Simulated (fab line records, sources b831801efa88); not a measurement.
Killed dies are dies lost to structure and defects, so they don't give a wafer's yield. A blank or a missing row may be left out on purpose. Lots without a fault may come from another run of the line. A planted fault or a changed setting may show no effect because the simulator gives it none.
fab line records | flow sky130
record lots=6 wafers=18 last_day=50
route steps=708 shown METAL5@671 PASSIVATION@681 PAD_OPEN@694
lots that met no fault: from a run of the same line without faults
start_h: hours from the record's first day to the start of the lot's first wafer shown | wait_h: hours since the lot's step before | " the same as in the row above | L1.1+2: a row that stands for several wafers | - no value, or no start given | * or withheld: withheld | < > ~ a bound
route shown NAME@n: a module of which the file shows steps, and the number in the route of the first | usual: mean/standard deviation of fault-free wafers | same: alike in all rows | chamber/n: place in a boat | sites: the reading at each site | _std_site: their standard deviation | _edge_site: outer sites' mean less inner sites' | radius_mm: how far each site lies from the wafer's centre | mask NAME#n: copy n | behind: the tool/chamber that last shaped the wafer | hold: why the lot was held/for how many hours/how that ended | device: the transistor (n, p or np) that didn't switch | end of line: the same wafers' tests at the end of the route | a step without rows: its recipe alone | killed: dies lost to structure and defects at the first sort, not the wafer's yield | map: a wafer's dies, x killed, . not, _ none there
set.NAME: the setting as run; set.NAME@STEP: as run at that earlier step | model.NAME: the simulator's own value behind a step, which no gauge read
lots at some steps of the route; a table a step, a row a wafer
services: from which hour (start_h, from the record's first day; less than 0 if before it) a tool's chamber was out of use, for how many hours, and why
## steps
# step SKY_METAL5_SOFTBAKE_10
# recipe temp_c=90 time_s=60 resist=NOVOLAK
# step SKY_METAL5_EXPOSE_11
# recipe mask_id=MM5 na=0.6 source_shape=conventional sigma_outer=0.6 polarization=unpolarized target_cd_nm=1600 dose_mj=190
# step SKY_METAL5_PEB_12
# recipe temp_c=withheld time_s=* resist=NOVOLAK
# step SKY_METAL5_DEVELOP_13
# recipe resist=NOVOLAK developer=TMAH develop_time_s=60 dev_temp_c=23
# step SKY_METAL5_DESCUM_14
# recipe chemistry=O2 source_power_w=150 bias_power_w=0 pressure_mtorr=10 temp_c=40 time_s=11
# usual chamber_pressure_mTorr=10.000/0.011 drypump_motor_current_A=5.99/0.22 he_backside_leak_sccm=3.41/0.19 oes_product_au=0.997/0.0094
# same bias_power_w=0
# columns lot.wafer tool chamber start_h wait_h chamber_pressure_mTorr drypump_motor_current_A he_backside_leak_sccm oes_product_au rf_hours_counter_h
L783.1 rie_metal-03 1 1025.54 0.1 10.001 5.99 3.29 0.988 18
L783.2 " 0 " " 10.002 6.04 3.35 0.992 21
L783.5 " 1 " " 10.002 5.98 3.35 0.986 -
L785.1 rie_metal-01 0 1044.61 0.1 10.002 5.46 3.24 1.009 22
L785.5 " 1 " " 9.986 6.17 3.50 1.004 -
L785.6 " 0 " " 9.998 5.42 3.26 1.006 -
L793.1 rie_metal-04 0 1101.92 0.1 9.996 5.93 3.27 1.003 17
L793.2 " 1 " " 10.003 6.19 3.63 0.993 22
L793.4 " 1 " " 10.007 6.18 3.65 0.988 -
L794.3 rie_metal-03 1 1108.83 0.1 10.021 5.97 3.42 0.987 -
L794.5 " 1 " " 9.991 5.97 3.42 0.988 -
L794.6 " 1 " " 10.002 6.02 3.49 0.993 -
L800.1 rie_metal-03 0 1137.02 0.1 10.001 6.07 3.15 0.987 1
L800.2 " 1 " " 9.995 5.98 3.26 0.996 29
L800.5 " 0 " " 10.022 6.06 3.41 0.984 -
L804.1 rie_metal-04 1 1155.42 0.1 9.971 6.17 3.56 1.007 27
L804.4 " 1 " " 10.019 6.18 3.64 1.011 -
L804.5 " 0 " " 9.994 5.95 3.37 0.999 -
# step SKY_METAL5_METAL_ETCH_15
# recipe target_depth_a=12600 stop_on=SiO2 over_etch_frac=0.2 time_s=252 chemistry=Cl2/BCl3 resist_sidewall_deg=86 pressure_mtorr=10 icp_w=900 bias_w=48.5 Cl2_flow_sccm=60 bcl3_flow_sccm=30
# usual chamber_pressure_mTorr=10.000/0.0087 drypump_motor_current_A=5.99/0.22 he_backside_leak_sccm=3.41/0.19 oes_product_au=0.894/0.0051 throttle_valve_pct=22.265/0.0091
# columns lot.wafer tool chamber start_h wait_h chamber_pressure_mTorr drypump_motor_current_A he_backside_leak_sccm oes_product_au rf_hours_counter_h throttle_valve_pct
L783.1 rie_metal-03 1 1025.57 0.0 10.010 5.97 3.35 0.893 18 22.253
L783.2 " 0 " " 9.995 6.02 3.11 0.899 21 22.262
L783.5 " 1 " " 9.981 5.94 3.36 0.889 - 22.276
L785.1 rie_metal-01 0 1044.65 0.0 10.001 5.42 3.23 0.897 22 22.290
L785.5 " 1 " " 10.003 6.15 3.72 0.896 - 22.268
L785.6 " 0 " " 10.000 5.45 3.36 0.890 - 22.285
L793.1 rie_metal-04 0 1101.96 0.0 10.004 5.98 3.29 0.892 17 22.252
L793.2 " 1 " " 10.010 6.20 3.61 0.898 22 22.264
L793.4 " 1 " " 10.000 6.19 3.65 0.889 - 22.269
L794.3 rie_metal-03 1 1109.04 0.2 9.993 6.01 3.45 0.891 - 22.282
L794.5 " 1 " " 9.998 5.99 3.60 0.893 - 22.251
L794.6 " 1 " " 10.007 6.00 3.51 0.892 - 22.267
L800.1 rie_metal-03 0 1137.06 0.0 10.002 6.04 3.50 0.891 2 22.273
L800.2 " 1 " " 10.007 5.96 3.50 0.898 29 22.269
L800.5 " 0 " " 10.007 6.04 3.55 0.894 - 22.272
L804.1 rie_metal-04 1 1155.46 0.0 9.991 6.21 3.68 0.890 27 22.267
L804.4 " 1 " " 9.992 6.24 3.53 0.901 - 22.258
L804.5 " 0 " " 9.999 5.97 3.20 0.885 - 22.280
# step SKY_METAL5_STRIP_16
# recipe chemistry=O2/N2 power_w=1400 pressure_mtorr=1500 platen_temp_c=withheld o2_flow_sccm=3000 n2_flow_sccm=300 overash_fraction=0.5
# usual chamber_pressure_mTorr=1500.0/1.3 drypump_motor_current_A=6.0/0.4 oes_product_au=0.710/0.0045 strip_time_to_endpoint_s=13.12/0.11
# same overash_fraction=0.5
# columns lot.wafer tool chamber start_h wait_h chamber_pressure_mTorr drypump_motor_current_A oes_product_au rf_hours_counter_h strip_time_to_endpoint_s
L783.1 plasma_asher-03 1 1025.81 0.2 1501.6 6.4 0.710 60 13.24
L783.2 " 0 " " 1498.0 6.0 0.710 60 13.26
L783.5 " 0 " " 1500.5 6.0 0.703 - 13.30
L785.1 plasma_asher-04 0 1044.88 0.2 1500.2 5.5 0.718 90 13.00
L785.5 " 1 " " 1498.4 6.0 0.706 - 13.17
L785.6 " 0 " " 1498.7 5.6 0.710 - 13.03
L793.1 plasma_asher-04 0 1102.19 0.2 1501.1 5.6 0.709 96 13.16
L793.2 " 1 " " 1500.6 6.0 0.722 96 13.00
L793.4 " 1 " " 1501.2 6.0 0.716 - 13.00
L794.3 plasma_asher-04 1 1109.38 0.3 1500.9 6.0 0.708 - 13.16
L794.5 " 0 " " 1499.9 5.6 0.711 - 13.10
L794.6 " 1 " " 1498.3 6.0 0.705 - 13.18
L800.1 plasma_asher-04 1 1137.29 0.2 1500.5 6.0 0.710 99 13.10
L800.2 " 0 " " 1501.5 5.6 0.711 99 13.03
L800.5 " 0 " " 1499.3 5.6 0.700 - 13.26
L804.1 plasma_asher-04 1 1155.69 0.2 1501.2 6.0 0.711 101 13.07
L804.4 " 0 " " 1502.4 5.6 0.710 - 13.05
L804.5 " 1 " " 1501.2 6.0 0.710 - 13.16
# step SKY_METAL5_STRIP_17
# recipe chemistry=post_etch_residue_remover time_s=1200 temp_c=72.5
# step SKY_METAL5_CLEAN_18
# recipe chemistry=IPA time_s=180 temp_c=25
# step SKY_METAL5_CLEAN_19
# recipe chemistry=O3/DIW dry=n2_spin
# step SKY_PASSIVATION_CVD_00
# recipe material=SiO2 target_thk_nm=90 temp_c=400 time_s=withheld rf_w=600
# usual heater_power_w=694/99
# columns lot.wafer tool chamber start_h wait_h heater_power_w
L783.1 pecvd-04 2 1026.40 0.0 625
L783.2 " 0 " " 554
L783.5 " 1 " " 786
L785.1 pecvd-01 0 1045.66 0.0 654
L785.5 " 2 " " 661
L785.6 " 1 " " 741
L793.1 pecvd-01 1 1102.79 0.0 640
L793.2 " 2 " " 590
L793.4 " 2 " " 602
L794.3 pecvd-02 1 1109.94 0.0 956
L794.5 " 1 " " 952
L794.6 " 2 " " 613
L800.1 pecvd-01 2 1137.91 0.0 608
L800.2 " 1 " " 644
L800.5 " 2 " " 622
L804.1 pecvd-01 1 1156.28 0.0 619
L804.4 " 2 " " 712
L804.5 " 0 " " 724
# step SKY_PASSIVATION_THK_MEAS_01
# recipe reads=SiO2_of_PASSIVATION_CVD_00
# usual PASSIVATION_CVD_00_THK=89.9/1
# columns lot.wafer tool chamber start_h wait_h PASSIVATION_CVD_00_THK[nm]
L783.1 film_metro-03 - 1026.42 - 89.1
L783.2 " - " " 89.0
L783.5 " - " " 91.5
L785.1 film_metro-01 - 1045.69 - 89.4
L785.5 " - " " 90.5
L785.6 " - " " 90.5
L793.1 film_metro-02 - 1102.81 - 89.2
L793.2 " - " " 89.0
L793.4 " - " " 90.8
L794.3 film_metro-03 - 1109.98 - 88.4
L794.5 " - " " 90.9
L794.6 " - " " 90.1
L800.1 film_metro-03 - 1137.94 - 89.8
L800.2 " - " " 89.7
L800.5 " - " " 89.9
L804.1 film_metro-03 - 1156.30 - 88.5
L804.4 " - " " 90.8
L804.5 " - " " 90.3
# step SKY_PASSIVATION_CVD_02
# recipe material=Si3N4 target_thk_nm=540 temp_c=400 time_s=withheld rf_w=450
# usual heater_power_w=754/110
# columns lot.wafer tool chamber start_h wait_h heater_power_w model.Si3N4_of_PASSIVATION_CVD_02.thk_nm
L783.1 pecvd-02 1 1026.48 0.1 935 540.6
L783.2 " 0 " " 753 540.5
L783.5 " 0 " " 813 544.3
L785.1 pecvd-04 1 1045.75 0.1 791 542.4
L785.5 " 2 " " 737 548.4
L785.6 " 0 " " 581 542.7
L793.1 pecvd-04 1 1102.87 0.1 745 642.8
L793.2 " 0 " " 615 646.3
L793.4 " 2 " " 695 656.7
L794.3 pecvd-04 2 1110.02 0.0 594 650.3
L794.5 " 0 " " 651 650.3
L794.6 " 2 " " 621 657.8
L800.1 pecvd-02 0 1138.00 0.1 866 539.5
L800.2 " 2 " " 572 544.8
L800.5 " 0 " " 879 547.8
L804.1 pecvd-02 1 1156.36 0.1 941 537.4
L804.4 " 2 " " 690 548.6
L804.5 " 1 " " 1005 542.3
# step SKY_PASSIVATION_THK_MEAS_03
# recipe reads=Si3N4_of_PASSIVATION_CVD_02
# usual PASSIVATION_CVD_02_THK=541/6
# columns lot.wafer tool chamber start_h wait_h PASSIVATION_CVD_02_THK[nm]
L783.1 film_metro-02 - 1026.70 - 541
L783.2 " - " " 540
L783.5 " - " " 544
L785.1 film_metro-01 - 1045.97 - 543
L785.5 " - " " 548
L785.6 " - " " 543
L793.1 film_metro-03 - 1103.10 - 643
L793.2 " - " " 647
L793.4 " - " " 657
L794.3 film_metro-03 - 1110.27 - 651
L794.5 " - " " 650
L794.6 " - " " 657
L800.1 film_metro-03 - 1138.22 - 540
L800.2 " - " " 545
L800.5 " - " " 548
L804.1 film_metro-01 - 1156.59 - 538
L804.4 " - " " 549
L804.5 " - " " 542
# step SKY_PASSIVATION_DEHYDRATE_04
# recipe temp_c=200 time_s=60
# step SKY_PASSIVATION_HMDS_05
# recipe prime_time_s=60 prime_temp_c=120
# step SKY_PASSIVATION_COAT_06
# recipe spin_rpm=2000 resist_thk_nm=3000
# step SKY_PASSIVATION_SOFTBAKE_07
# recipe temp_c=110 time_s=withheld
# step SKY_PASSIVATION_EXPOSE_08
# recipe mask_id=NSM target_cd_nm=3000 na=0.57 dose_mj=260
# step SKY_PASSIVATION_PEB_09
# recipe temp_c=115 time_s=withheld
# step SKY_PASSIVATION_DEVELOP_10
# recipe develop_time_s=60 dev_temp_c=23
# step SKY_PASSIVATION_ETCH_11
# recipe chemistry=CF4/O2 target_depth_nm=725 stop_on=AlCu source_w=800 bias_w=150 pressure_mtorr=150 cf4_flow_sccm=80 O2_flow_sccm=10 time_s=161.1
# usual chamber_pressure_mTorr=149.98/0.13 drypump_motor_current_A=5.9/0.43 oes_product_au=0.978/0.0064 throttle_valve_pct=5.964/0.0093
# columns lot.wafer tool chamber start_h wait_h chamber_pressure_mTorr drypump_motor_current_A oes_product_au rf_hours_counter_h throttle_valve_pct model.PASSIVATION.feature_depth_nm model.etch.depth_nm
L783.1 rie_diel-03 3 1047.81 - 149.98 5.4 0.974 27 5.977 705 705
L783.2 " 2 " " 150.06 6.6 0.973 4 5.961 705.7 705.7
L783.5 " 0 " " 150.10 5.9 0.983 - 5.978 711.8 711.8
L785.1 rie_diel-04 1 1067.77 - 149.95 6.1 0.975 2 5.955 706.2 706.2
L785.5 " 0 " " 149.94 5.6 0.982 - 5.962 713.4 713.4
L785.6 " 1 " " 149.97 6.1 0.980 - 5.958 707.9 707.9
L793.1 rie_diel-03 2 1122.81 - 150.04 6.6 0.987 6 5.957 722.2 722.2
L793.2 " 3 " " 150.01 5.4 0.994 29 5.967 726.5 726.5
L793.4 " 1 " " 149.97 5.8 0.998 3 5.969 732.4 732.4
L794.3 rie_diel-04 0 1130.02 - 150.16 5.6 0.988 15 5.974 715.7 715.7
L794.5 " 1 " " 149.79 6.1 0.990 - 5.962 723.2 723.2
L794.6 " 2 " " 150.03 6.7 0.988 - 5.960 715.8 715.8
L800.1 rie_diel-02 1 1156.91 - 150.07 5.9 0.974 4 5.966 703.5 703.5
L800.2 " 0 " " 149.64 5.5 0.985 27 5.965 709.1 709.1
L800.5 " 2 " " 149.94 5.4 0.985 - 5.973 712 712
L804.1 rie_diel-04 1 1173.51 - 150.13 6.1 0.973 6 5.956 700 700
L804.4 " 2 " " 150.19 6.7 0.989 16 5.964 713.5 713.5
L804.5 " 0 " " 150.16 5.6 0.982 - 5.977 706.6 706.6
# step SKY_PASSIVATION_STRIP_12
# recipe chemistry=O2/N2 power_w=1400 pressure_mtorr=1500 platen_temp_c=withheld overash_fraction=0.7 o2_flow_sccm=3000 n2_flow_sccm=300
# usual chamber_pressure_mTorr=1500.1/1.4 drypump_motor_current_A=6.3/0.34 oes_product_au=0.661/0.0047 strip_time_to_endpoint_s=31.53/0.14
# same overash_fraction=0.7
# columns lot.wafer tool chamber start_h wait_h chamber_pressure_mTorr drypump_motor_current_A oes_product_au rf_hours_counter_h strip_time_to_endpoint_s
L783.1 plasma_asher-04 1 1047.91 0.1 1498.4 6.0 0.658 91 31.91
L783.2 " 0 " " 1501.2 5.6 0.661 91 31.87
L783.5 " 0 " " 1501.3 5.6 0.660 - 31.74
L785.1 plasma_asher-02 1 1067.88 0.1 1500.8 6.4 0.665 34 31.40
L785.5 " 0 " " 1496.8 6.6 0.662 - 31.43
L785.6 " 1 " " 1500.1 6.4 0.661 - 31.38
L793.1 plasma_asher-03 1 1122.92 0.1 1499.6 6.4 0.668 69 31.58
L793.2 " 0 " " 1499.0 6.0 0.657 69 31.52
L793.4 " 0 " " 1497.8 5.9 0.654 - 31.46
L794.3 plasma_asher-03 0 1130.16 0.1 1499.2 6.0 0.648 - 31.62
L794.5 " 0 " " 1499.4 6.0 0.662 - 31.44
L794.6 " 1 " " 1500.8 6.4 0.668 - 31.49
L800.1 plasma_asher-02 0 1157.01 0.1 1501.6 6.6 0.646 42 31.51
L800.2 " 1 " " 1499.1 6.4 0.661 42 31.59
L800.5 " 0 " " 1499.2 6.6 0.660 - 31.52
L804.1 plasma_asher-02 0 1173.62 0.1 1501.2 6.6 0.665 44 31.42
L804.4 " 0 " " 1502.2 6.6 0.658 - 31.49
L804.5 " 0 " " 1498.7 6.6 0.661 - 31.33
# step SKY_PAD_OPEN_DEHYDRATE_00
# recipe temp_c=200 time_s=60
# step SKY_PAD_OPEN_HMDS_01
# recipe prime_time_s=60 prime_temp_c=120
# step SKY_PAD_OPEN_COAT_02
# recipe spin_rpm=2000 resist_thk_nm=3000
# step SKY_PAD_OPEN_SOFTBAKE_03
# recipe temp_c=110 time_s=withheld
# step SKY_PAD_OPEN_EXPOSE_04
# recipe mask_id=PDM target_cd_nm=60000 na=0.57 dose_mj=260
# step SKY_PAD_OPEN_PEB_05
# recipe temp_c=115 time_s=withheld
# step SKY_PAD_OPEN_DEVELOP_06
# recipe develop_time_s=60 dev_temp_c=23
# step SKY_PAD_OPEN_ETCH_07
# recipe chemistry=CF4/O2 target_depth_nm=725 stop_on=AlCu source_w=800 bias_w=150 pressure_mtorr=150 cf4_flow_sccm=80 O2_flow_sccm=10 time_s=161.1
# usual chamber_pressure_mTorr=149.99/0.15 drypump_motor_current_A=5.8/0.48 oes_product_au=0.978/0.0071 throttle_valve_pct=5.965/0.009
# columns lot.wafer tool chamber start_h wait_h chamber_pressure_mTorr drypump_motor_current_A oes_product_au rf_hours_counter_h throttle_valve_pct model.etch.depth_nm model.PAD_OPEN.feature_depth_nm
L783.1 rie_diel-01 0 1069.49 - 149.96 4.9 0.973 26 5.978 705 705
L783.2 " 3 " " 149.84 5.6 0.980 25 5.959 705.7 705.7
L783.5 " 0 " " 150.01 4.9 0.977 - 5.964 711.8 711.8
L785.1 rie_diel-01 2 1088.64 - 150.12 6.4 0.982 3 5.952 706.2 706.2
L785.5 " 2 " " 150.20 6.4 0.988 - 5.955 713.4 713.4
L785.6 " 1 " " 150.14 6.2 0.976 - 5.948 707.9 707.9
L793.1 rie_diel-01 0 1142.24 - 150.19 4.9 0.993 29 5.970 716.2 716.2
L793.2 " 3 " " 150.33 5.6 0.990 27 5.974 727.1 727.1
L793.4 " 2 " " 150.05 6.4 0.992 5 5.969 735.4 735.3
L794.3 rie_diel-03 3 1149.11 - 149.95 5.4 1.001 30 5.969 722 722
L794.5 " 1 " " 149.91 5.8 1.001 - 5.979 726.7 726.7
L794.6 " 0 " " 150.07 5.8 1.004 - 5.978 727.3 727.3
L800.1 rie_diel-03 3 1174.16 - 150.18 5.4 0.969 32 5.973 703.5 703.5
L800.2 " 1 " " 150.16 5.8 0.981 5 5.963 709.1 709.1
L800.5 " 3 " " 150.02 5.3 0.990 - 5.985 712 712
L804.1 rie_diel-01 2 1189.56 - 149.88 6.4 0.975 7 5.973 700 700
L804.4 " 3 " " 149.91 5.6 0.984 - 5.968 713.5 713.5
L804.5 " 1 " " 149.79 6.2 0.972 - 5.969 706.6 706.6
# step SKY_PAD_OPEN_STRIP_08
# recipe chemistry=O2/N2 power_w=1400 pressure_mtorr=1500 platen_temp_c=withheld overash_fraction=0.7 o2_flow_sccm=3000 n2_flow_sccm=300
# step SKY_PAD_OPEN_STRIP_09
# recipe chemistry=post_etch_residue_remover time_s=1200 temp_c=72.5
# columns lot.wafer tool chamber start_h wait_h model.Si3N4_of_PASSIVATION_CVD_02.thk_nm
L783.1 wet_bench-04 2 1069.69 0.1 540.2
L783.2 " 2 " " 540.1
L783.5 " 2 " " 543.9
L785.1 wet_bench-01 2 1088.84 0.1 542
L785.5 " 2 " " 548.1
L785.6 " 2 " " 542.3
L793.1 wet_bench-04 2 1142.44 0.1 642.4
L793.2 " 2 " " 646
L793.4 " 2 " " 656.3
L794.3+5 wet_bench-03 0 1149.31 0.0 649.9
L794.6 " 0 " " 657.5
L800.1 wet_bench-04 2 1174.36 0.1 539.2
L800.2 " 2 " " 544.4
L800.5 " 2 " " 547.4
L804.1 wet_bench-04 3 1189.77 0.1 537
L804.4 " 3 " " 548.3
L804.5 " 3 " " 542
# step SKY_PAD_OPEN_CLEAN_10
# recipe chemistry=IPA time_s=180 temp_c=25
# step SKY_PAD_OPEN_PROBE_99
# usual defect_limited_yield=82.8/1.9 killed_at_M0_to_M3=42/6.9 killed_at_M4_up=3.2/1.7 killed_at_contacts=23/5.5 killed_at_front_end=16/4 killed_at_other=0.4/0.55 killed_dies=85/9.2 killed_open=46/6.8 killed_short=38/6.2 sort_bin_3_pad_short=0.9/0.4 sort_bin_5_function=10.2/1.5 sort_bin_6_memory=6.2/1.1 sort_n_pass=407/9.2 sort_yield_pct=82.8/1.9
# same gross_dies=492 killed_at_back_side=0 sort_bin_4_leakage[%]=0 sort_bin_8_speed[%]=0
# columns lot.wafer tool chamber start_h wait_h defect_limited_yield[%] killed_at_M0_to_M3 killed_at_M4_up killed_at_contacts killed_at_front_end killed_at_other killed_dies killed_open killed_short sort_bin_3_pad_short[%] sort_bin_5_function[%] sort_bin_6_memory[%] sort_n_pass sort_yield_pct[%]
L783.1 prober-01 - 1071.81 0.1 83.9 36 3 24 16 0 79 43 35 0.6 9.6 5.9 413 83.9
L783.2 prober-01 - 1071.86 0.1 80.7 48 6 26 14 1 95 54 40 0.6 12.0 6.7 397 80.7
L783.5 prober-01 - 1072.01 0.2 82.3 38 6 19 23 1 87 45 42 0.2 10.6 6.9 405 82.3
L785.1 prober-01 - 1090.96 0.1 81.9 44 2 24 19 0 89 48 41 1.0 11.8 5.3 403 81.9
L785.5 prober-01 - 1091.16 0.2 79.9 53 1 32 13 0 99 54 44 1.2 12.4 6.5 393 79.9
L785.6 prober-01 - 1091.21 0.2 83.7 39 6 24 11 0 80 40 40 0.8 9.6 5.9 412 83.7
L793.1 prober-01 - 1144.56 0.1 86.0 35 2 22 10 0 69 38 31 0.4 8.3 5.3 423 86.0
L793.2 prober-01 - 1144.61 0.1 83.9 39 3 20 16 1 79 47 31 0.8 7.5 7.7 413 83.9
L793.4 prober-01 - 1144.71 0.2 81.3 48 3 25 15 1 92 57 35 0.2 11.4 7.1 400 81.3
L794.3 prober-02 - 1151.53 0.2 83.3 51 1 18 12 0 82 40 42 0.8 9.3 6.5 410 83.3
L794.5 prober-02 - 1151.63 0.2 83.7 42 4 20 13 1 80 40 40 1.0 10.4 4.9 412 83.7
L794.6 prober-02 - 1151.68 0.2 80.5 44 2 32 18 0 96 57 39 1.4 12.6 5.5 396 80.5
L800.1 prober-02 - 1176.48 0.1 81.5 37 6 28 20 0 91 46 45 0.8 13.2 4.5 401 81.5
L800.2 prober-02 - 1176.53 0.1 84.8 37 3 23 12 0 75 37 37 0.2 9.8 5.3 417 84.8
L800.5 prober-02 - 1176.68 0.2 82.1 37 1 34 15 1 88 48 40 1.0 11.8 5.1 404 82.1
# killed by level:class
L783.1 VIA1:geometric_particle:open=9 LI_CONTACT:geometric_particle:open=7 CONTACT:geometric_particle:open=7 VIA2:geometric_particle:open=7 VIA1:geometric_particle:short=6 LI_CONTACT:geometric_particle:short=5 POLY_GATE:geometric_particle:short=4 POLY_GATE:geometric_particle:open=4
L783.2 VIA1:geometric_particle:open=12 LI_CONTACT:geometric_particle:open=9 VIA3:geometric_particle:open=8 CONTACT:geometric_particle:open=7 FIELD_ISO:geometric_particle:open=6 LOCAL_INTERCONNECT:geometric_particle:short=6 VIA3:geometric_particle:short=6 METAL2:geometric_particle:short=5
L783.5 VIA1:geometric_particle:open=9 VIA3:geometric_particle:open=9 FIELD_ISO:geometric_particle:short=8 LI_CONTACT:geometric_particle:open=6 POLY_GATE:geometric_particle:short=5 CONTACT:geometric_particle:open=5 METAL2:geometric_particle:short=5 FIELD_ISO:geometric_particle:open=4
L785.1 VIA1:geometric_particle:open=14 METAL2:geometric_particle:short=11 CONTACT:geometric_particle:open=9 FIELD_ISO:geometric_particle:open=6 LI_CONTACT:geometric_particle:open=6 FIELD_ISO:geometric_particle:short=5 POLY_GATE:geometric_particle:open=4 LOCAL_INTERCONNECT:geometric_particle:short=4
L785.5 VIA1:geometric_particle:open=14 CONTACT:geometric_particle:open=11 VIA1:geometric_particle:short=9 LI_CONTACT:geometric_particle:open=7 CONTACT:geometric_particle:short=7 METAL2:geometric_particle:short=7 VIA2:geometric_particle:open=6 LOCAL_INTERCONNECT:geometric_particle:short=5
L785.6 VIA1:geometric_particle:open=12 LI_CONTACT:geometric_particle:open=7 CONTACT:geometric_particle:open=7 METAL1:geometric_particle:short=6 CONTACT:geometric_particle:short=5 LOCAL_INTERCONNECT:geometric_particle:short=4 METAL2:geometric_particle:short=4 VIA2:geometric_particle:short=4
L793.1 VIA1:geometric_particle:open=12 CONTACT:geometric_particle:open=8 CONTACT:geometric_particle:short=5 METAL2:geometric_particle:short=4 METAL1:geometric_particle:short=3 LOCAL_INTERCONNECT:geometric_particle:open=3 VIA1:geometric_particle:short=3 VIA2:geometric_particle:open=3
L793.2 VIA1:geometric_particle:open=15 CONTACT:geometric_particle:open=8 VIA1:geometric_particle:short=5 VIA3:geometric_particle:open=5 FIELD_ISO:geometric_particle:short=4 LI_CONTACT:geometric_particle:open=4 LOCAL_INTERCONNECT:geometric_particle:short=4 VIA2:geometric_particle:open=4
L793.4 VIA1:geometric_particle:open=17 LI_CONTACT:geometric_particle:open=9 CONTACT:geometric_particle:open=9 VIA1:geometric_particle:short=8 FIELD_ISO:geometric_particle:short=6 VIA3:geometric_particle:open=5 VIA2:geometric_particle:open=5 METAL2:geometric_particle:short=4
L794.3 VIA2:geometric_particle:open=15 POLY_GATE:geometric_particle:short=7 VIA1:geometric_particle:short=6 METAL1:geometric_particle:short=6 VIA1:geometric_particle:open=6 METAL2:geometric_particle:short=5 VIA3:geometric_particle:open=5 LI_CONTACT:geometric_particle:short=4
L794.5 VIA1:geometric_particle:open=9 LI_CONTACT:geometric_particle:open=6 LOCAL_INTERCONNECT:geometric_particle:short=6 CONTACT:geometric_particle:open=6 VIA3:geometric_particle:open=6 POLY_GATE:geometric_particle:open=5 METAL2:geometric_particle:short=5 VIA2:geometric_particle:open=4
L794.6 VIA1:geometric_particle:open=11 LI_CONTACT:geometric_particle:open=9 CONTACT:geometric_particle:open=9 VIA3:geometric_particle:open=7 VIA2:geometric_particle:open=7 FIELD_ISO:geometric_particle:short=6 POLY_GATE:geometric_particle:short=5 LOCAL_INTERCONNECT:geometric_particle:short=5
L800.1 VIA1:geometric_particle:open=10 LI_CONTACT:geometric_particle:open=8 CONTACT:geometric_particle:open=7 FIELD_ISO:geometric_particle:open=6 METAL2:geometric_particle:short=6 POLY_GATE:geometric_particle:short=5 LOCAL_INTERCONNECT:geometric_particle:short=5 METAL3:geometric_particle:short=5
L800.2 VIA1:geometric_particle:open=10 CONTACT:geometric_particle:open=9 CONTACT:geometric_particle:short=7 METAL2:geometric_particle:short=7 VIA1:geometric_particle:short=5 FIELD_ISO:geometric_particle:open=4 FIELD_ISO:geometric_particle:short=4 LI_CONTACT:geometric_particle:open=4
L800.5 VIA1:geometric_particle:open=17 CONTACT:geometric_particle:open=12 LI_CONTACT:geometric_particle:short=8 POLY_GATE:geometric_particle:short=6 VIA1:geometric_particle:short=6 LI_CONTACT:geometric_particle:open=5 LOCAL_INTERCONNECT:geometric_particle:short=5 FIELD_ISO:geometric_particle:short=4
## services
# columns tool chamber start_h hours kind
rie_diel-04 - 1004.02 4.3 pm
rie_metal-03 0 1005.12 3.6 repair
rie_metal-04 - 1007.18 0.6 repair
plasma_asher-04 - 1017.93 1.2 repair
rie_diel-04 3 1053.10 3.7 repair
rie_diel-01 0 1060.37 6.6 repair
rie_metal-04 0 1072.52 5.4 repair
rie_metal-01 - 1073.72 1.0 repair
rie_metal-04 1 1076.19 1.2 repair
rie_diel-03 3 1077.31 6.5 repair
rie_metal-01 - 1101.72 0.8 repair
rie_diel-01 3 1103.42 16.2 repair
rie_metal-03 0 1106.89 - clean
rie_metal-03 0 1106.89 14.1 scheduled_down
rie_diel-04 0 1107.13 3.4 repair
pecvd-04 - 1124.45 2.8 pm
wet_bench-04 - 1136.60 1.9 pm
rie_diel-04 2 1143.42 1.3 repair
rie_metal-01 - 1144.55 1.4 pm
rie_diel-01 - 1164.07 1.2 repair
rie_metal-01 - 1176.58 1.1 repair
rie_diel-01 0 1177.93 5.1 repair
pecvd-02 - 1183.17 0.5 repair
rie_diel-04 0 1184.75 2.8 repair
## key
first_sign step=SKY_PASSIVATION_THK_MEAS_03 reading=PASSIVATION_CVD_02_THK direction=up sigmas=18 usual=541 struck=651
effect step=SKY_PAD_OPEN_ETCH_07 reading=oes_product_au direction=up sigmas=2.7 usual=0.978 struck=0.997
model_effect step=SKY_PASSIVATION_CVD_02 value=Si3N4_of_PASSIVATION_CVD_02.thk_nm without=539 struck=650.7
model_effect step=SKY_PASSIVATION_ETCH_11 value=PASSIVATION.feature_depth_nm without=703.1 struck=722.6
model_effect step=SKY_PAD_OPEN_ETCH_07 value=etch.depth_nm without=703.1 struck=725.8
model_effect step=SKY_PAD_OPEN_STRIP_09 value=Si3N4_of_PASSIVATION_CVD_02.thk_nm without=538.7 struck=650.3
met_at SKY_PASSIVATION_CVD_02
struck_wafers L793.1,L793.2,L793.4,L794.3,L794.5,L794.6
onset_between 1045.75 1102.87
fault kind=process_parameter_drift tool=pecvd-04 chamber=- onset_h=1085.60 steps=SKY_PASSIVATION_CVD_02 channel=time_s offset=withheld shape=step end_h=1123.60 acts_in=*
